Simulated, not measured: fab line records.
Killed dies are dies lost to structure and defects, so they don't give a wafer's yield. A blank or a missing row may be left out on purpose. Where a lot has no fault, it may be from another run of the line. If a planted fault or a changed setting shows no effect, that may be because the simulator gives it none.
What tool caused it? + flow sky130 + 6 lots, 18 wafers sampled, at 3 steps of a route of 708

WHAT THE GAUGES READ, wafer by wafer
SKY_CONTACT_CD_MEAS_14 targets a cd of 170 nm.
| lot  | measured     | on        | cd-nm (nm)        |
|------|--------------|-----------|-------------------|
| L605 | day 32 19:32 | cd-sem-01 | 168.3 168.9 168.3 |
| L609 | day 33 19:22 | cd-sem-02 | 171.4 171.1 170.7 |
| L612 | day 34 22:54 | cd-sem-01 | 170.8 173.2 171.9 |
| L615 | day 35 13:23 | cd-sem-01 | 171.0 171.2 170.3 |
| L617 | day 36 05:52 | cd-sem-01 | 170.5 58.5 109.9  |
| L625 | day 38 18:35 | cd-sem-02 | 172.9 173.0 173.4 |

EACH LOT AND THE TOOL THAT RAN IT (in order: tool; ch and the chambers of the sampled wafers; start)
| lot  | SKY_LI_CONTACT_SPUTTER_19    | SKY_CONTACT_EXPOSE_11             |
|------|------------------------------|-----------------------------------|
| L605 | pvd-sputter-04, day 30 10:04 | krf-scanner-02 ch 0, day 32 06:26 |
| L609 | pvd-sputter-01, day 31 09:52 | krf-scanner-01 ch 0, day 33 05:57 |
| L612 | pvd-sputter-01, day 32 14:55 | krf-scanner-01 ch 0, day 34 09:40 |
| L615 | pvd-sputter-01, day 33 08:22 | krf-scanner-01 ch 0, day 35 01:54 |
| L617 | pvd-sputter-03, day 34 00:21 | krf-scanner-01 ch 0, day 35 16:39 |
| L625 | pvd-sputter-04, day 36 13:34 | krf-scanner-02 ch 0, day 38 06:07 |
- SKY_LI_CONTACT_SPUTTER_19: material Ti, target thk 20 nm, time 106.37 s.
- SKY_CONTACT_EXPOSE_11: exposes mask CTM1, target cd 170 nm.

THE ANSWER, worked out from the rows above alone
Rule: the lots themselves supply what counts as usual. Put in order of their means at a reading, lots are off if they are a third of the lots or fewer, leave a main group of 4 or more, and stand apart from it by a gap of 3 or more times the standard deviation of the main group's means; of several such gaps the widest counts. A main group is skipped when, at the precision printed for the reading in the tables above, its means are all equal. A lot without any number at a reading at which 4 lots or more have one is off too. Where the step has rows for the other lots, those lots are counted as sound.
Off: L617 (SKY_CONTACT_CD_MEAS_14, cd-nm). Main group: mean 171.1 nm, sd 1.5.
A tool fits if, at a process step before that reading, it ran every lot that is off, and no sound lot after the first of them. Those tools and the gauges at SKY_CONTACT_CD_MEAS_14 are tried in the same way. Can't be told from this: 3 tools fit, pvd-sputter-03 at SKY_LI_CONTACT_SPUTTER_19, krf-scanner-01 at SKY_CONTACT_EXPOSE_11, cd-sem-01 at SKY_CONTACT_CD_MEAS_14.

WHAT THE SIMULATOR PUT IN
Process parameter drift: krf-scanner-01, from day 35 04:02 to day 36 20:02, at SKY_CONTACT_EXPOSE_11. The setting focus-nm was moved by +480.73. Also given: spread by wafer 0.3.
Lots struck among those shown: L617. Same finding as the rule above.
